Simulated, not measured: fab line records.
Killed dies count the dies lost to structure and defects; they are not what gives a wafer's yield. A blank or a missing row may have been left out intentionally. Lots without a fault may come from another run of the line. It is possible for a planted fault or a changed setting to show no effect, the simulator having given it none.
Which tool is to blame?	flow sky130	36 wafers from 12 lots sampled at 5 of the route's 708 steps

## WHAT EACH GAUGE READ, for each wafer
SKY_FIELD_ISO_THK_MEAS_04. Usual: for FIELD_ISO_CVD_03_THK the level is 164.1 nm and the standard deviation is 1.5.
lot	measured	on	FIELD_ISO_CVD_03_THK (nm)	flag
L949	day 1 14:17	film_metro-03	164.7 165.7 165.8	
L950	day 1 20:07	film_metro-01	163.8 163.4 163.8	
L954	day 2 14:29	film_metro-03	163.2 161.4 161.4	
L955	day 2 22:18	film_metro-03	163.9 163.5 163.5	
L956	day 3 00:29	film_metro-01	166.6 167.1 167.2	
L958	day 3 11:18	film_metro-04	163.8 163.7 164.5	
L959	day 3 17:52	film_metro-04	163.7 162.1 163.0	
L967	day 5 07:58	film_metro-01	164.6 163.9 164.6	
L968	day 5 13:02	film_metro-04	162.9 165.0 164.2	
L970	day 6 01:14	film_metro-03	164.6 164.3 164.8	
L971	day 6 06:27	film_metro-03	165.9 165.8 164.5	
L972	day 6 10:39	film_metro-04	163.1 163.7 166.2	

SKY_FIELD_ISO_CD_MEAS_13: target cd 150 nm. Usual: cd_nm 149.9 nm, standard deviation 1.4.
lot	measured	on	cd_nm (nm)	flag
L949	day 2 04:16	cd_sem-01	151.0 151.8 151.3	
L950	day 2 10:44	cd_sem-02	149.9 149.2 150.1	
L954	day 3 06:07	cd_sem-02	149.9 150.0 149.7	
L955	day 3 14:13	cd_sem-01	148.9 149.5 148.4	
L956	day 3 16:46	cd_sem-02	151.6 151.8 151.1	
L958	day 4 03:20	cd_sem-02	151.2 150.4 150.4	
L959	day 4 09:55	cd_sem-02	150.5 150.6 149.6	
L967	day 6 02:07	cd_sem-01	147.0 147.1 148.2	
L968	day 6 07:14	cd_sem-02	149.0 149.2 149.6	
L970	day 6 19:58	cd_sem-01	148.9 149.3 148.8	
L971	day 7 01:58	cd_sem-01	147.7 146.2 147.3	
L972	day 7 06:32	cd_sem-01	148.2 150.0 148.7	

SKY_NWELL_OVL_MEAS_23. Usual: for NWELL_01_OVL the level is -0.5 nm and the standard deviation is 1.5.
lot	measured	on	NWELL_01_OVL (nm)	flag
L949	day 5 04:46	overlay-01	-0.4 2.1 -1.0	
L950	day 5 12:13	overlay-02	-4.3 -2.9 -3.5	
L954	day 6 10:55	overlay-01	-2.6 -0.2 0.0	
L955	day 6 21:37	overlay-02	1.7 -0.6 2.8	
L956	day 7 02:55	overlay-01	-1.0 1.7 -0.2	
L958	day 7 13:07	overlay-01	0.9 0.2 -1.9	
L959	day 7 18:58	overlay-01	- - -	OFF
L967	day 9 20:43	overlay-01	1.0 0.5 0.0	
L968	day 10 01:13	overlay-02	1.3 -0.5 -0.7	
L970	day 10 17:29	overlay-02	1.3 -0.4 -0.3	
L971	day 11 04:55	overlay-01	-0.5 -0.7 -1.2	
L972	day 11 09:46	overlay-02	0.3 2.0 -2.2	

SKY_NWELL_TW_MEAS_26. Usual: for NWELL_2_TW the level is 497.8 and the standard deviation is 2.7.
lot	measured	on	NWELL_2_TW	flag
L949	day 5 05:04	film_metro-01	496.6 498.9 497.3	
L950	day 5 12:29	film_metro-01	498.3 500.1 497.2	
L954	day 6 11:11	film_metro-01	493.9 492.4 493.5	
L955	day 6 21:54	film_metro-02	508.0 503.4 502.3	
L956	day 7 03:12	film_metro-01	498.5 498.7 499.7	
L958	day 7 13:23	film_metro-04	499.4 497.9 499.7	
L959	day 7 19:16	film_metro-01	30.0 30.1 30.1 30.0 30.0 30.1	OFF
L967	day 9 21:00	film_metro-04	493.9 495.7 494.4	
L968	day 10 01:29	film_metro-01	499.9 493.7 497.6	
L970	day 10 17:46	film_metro-01	498.4 496.2 499.7	
L971	day 11 05:11	film_metro-01	494.8 495.5 496.3	
L972	day 11 10:03	film_metro-02	501.7 498.5 499.8	

## TOOL THAT RAN EACH LOT (tool first, then ch and the chambers of the sampled wafers, then the start)
lot	SKY_NWELL_EXPOSE_20
L949	iline_stepper-01 ch 0, day 4 20:40
L950	iline_stepper-01 ch 0, day 5 03:19
L954	iline_stepper-01 ch 0, day 6 01:41
L955	iline_stepper-01 ch 0, day 6 12:14
L956	iline_stepper-02 ch 0, day 6 16:42
L958	iline_stepper-01 ch 0, day 7 04:07
L959	iline_stepper-02 ch 0, day 7 09:27
L967	iline_stepper-02 ch 0, day 9 09:35
L968	iline_stepper-01 ch 0, day 9 13:26
L970	iline_stepper-01 ch 0, day 10 05:33
L971	iline_stepper-02 ch 0, day 10 17:29
L972	iline_stepper-02 ch 0, day 10 22:08
- SKY_NWELL_EXPOSE_20: exposes mask NWM COMPLEMENT, target cd 840 nm.

## WHAT THE TOOLS THEMSELVES READ (means of the sampled wafers that have a number; where no wafer has one, the mark that the record gives instead)
The record holds no such reading with a usual standard deviation.

## THE ANSWER, worked out from the rows above alone
Rule: a lot is off if the mean of its wafers that have a number lies more than 3 standard deviations from the usual mean. A lot without any number at a reading at which 4 lots or more have one is off too. The other lots that the step has rows for count as sound. Order of review: gauges by route order, followed by the tools' own readings, for which a lot's mean as printed above is used. The first step at which some lot is off is used, and at that step the reading that is off furthest; a lot without a number counts as furthest.
Off: at SKY_NWELL_OVL_MEAS_23 (NWELL_01_OVL), L959. Without a number there: L959.
A tool fits if, at a process step before that reading, it ran every lot that is off, and no sound lot after the first of them. Not tried: the gauges at SKY_NWELL_OVL_MEAS_23; whatever is off there is also off at SKY_NWELL_TW_MEAS_26, on other tools, and gauge error can't account for it. None of those tried fits.

## WHAT THE SIMULATOR PUT IN
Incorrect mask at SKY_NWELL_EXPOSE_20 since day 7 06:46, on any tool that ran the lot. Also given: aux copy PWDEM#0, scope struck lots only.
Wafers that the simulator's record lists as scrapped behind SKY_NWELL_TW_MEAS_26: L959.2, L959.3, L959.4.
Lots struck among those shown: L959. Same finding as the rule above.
